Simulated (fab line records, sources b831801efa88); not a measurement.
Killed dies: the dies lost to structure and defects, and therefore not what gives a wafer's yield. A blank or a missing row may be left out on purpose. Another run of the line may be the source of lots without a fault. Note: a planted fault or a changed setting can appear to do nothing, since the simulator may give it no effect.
Chamber matching ; flow sky130 ; SKY_PAD_OPEN_ETCH_07 on rie_diel-02: 4 sister chambers
The step etches the open film in CF4/O2, stops on AlCu, target depth 725 nm, time 161.1 s. 16 wafers are shown with their chamber, then 8 later ones without.

== WAFERS PAIRED WITH THEIR CHAMBERS ==
wafer;chamber;drypump_motor_current_A (A);throttle_valve_pct (%);cf4_flow_sccm (sccm)
L080.1;2;6.5;5.975;80.21
L080.2;3;5.7;5.958;79.75
L080.6;1;5.7;5.993;79.55
L081.1;1;5.8;5.975;80.35
L081.2;3;5.7;5.961;79.99
L081.5;1;5.7;5.973;80.04
L085.1;1;5.8;5.959;80.02
L085.4;2;6.4;5.970;80.15
L085.6;2;6.4;5.970;80.41
L084.2;3;5.7;5.968;79.96
L084.3;0;5.2;5.970;79.92
L084.6;0;5.2;5.977;79.81
L088.2;0;5.2;5.961;79.90
L088.3;2;6.4;5.966;79.84
L088.6;0;5.2;5.970;80.04
L091.1;3;5.7;5.959;79.80

SIGNATURES, as means of the wafers listed above
reading;chamber 0;chamber 1;chamber 2;chamber 3;scatter within a chamber
drypump_motor_current_A;5.200;5.750;6.425;5.700;0.0382
throttle_valve_pct;5.96950;5.97500;5.97025;5.96150;0.00824
cf4_flow_sccm;79.9175;79.9900;80.1525;79.8750;0.216
Rule: for a wafer and a chamber, the distance is found by dividing, reading by reading, the gap between the wafer's reading and the chamber's mean by the reading's scatter, squaring, summing and taking the root. If the next closest chamber is less than 2 further off than the closest, the wafer can't be placed; otherwise it belongs to the closest. The scatter is the square root of a quotient: the sum, over the shown wafers, of each reading's squared deviation from its chamber's mean, divided by wafers minus chambers.

== WAFERS WITH NO CHAMBER GIVEN ==
wafer;drypump_motor_current_A (A);throttle_valve_pct (%);cf4_flow_sccm (sccm)
L091.2;6.4;5.960;80.17
L091.5;6.5;5.956;79.40
L092.2;6.4;5.966;79.93
L092.3;5.7;5.972;80.15
L092.6;5.7;5.975;80.11
L095.2;5.7;5.963;80.08
L095.4;5.2;5.960;79.92
L095.5;6.4;5.971;79.82

== EACH ONE'S CHAMBER ==
wafer;from the rows above;in truth
L091.2;2;2
L091.5;2;2
L092.2;2;2
L092.3;can't be placed: 1 or 3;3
L092.6;can't be placed: 1 or 3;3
L095.2;can't be placed: 3 or 1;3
L095.4;0;0
L095.5;2;2
Correctly placed: 5 of 8. Can't be placed from these rows: 3 (the true chamber is among the candidates in 3). 0 placed wrongly.
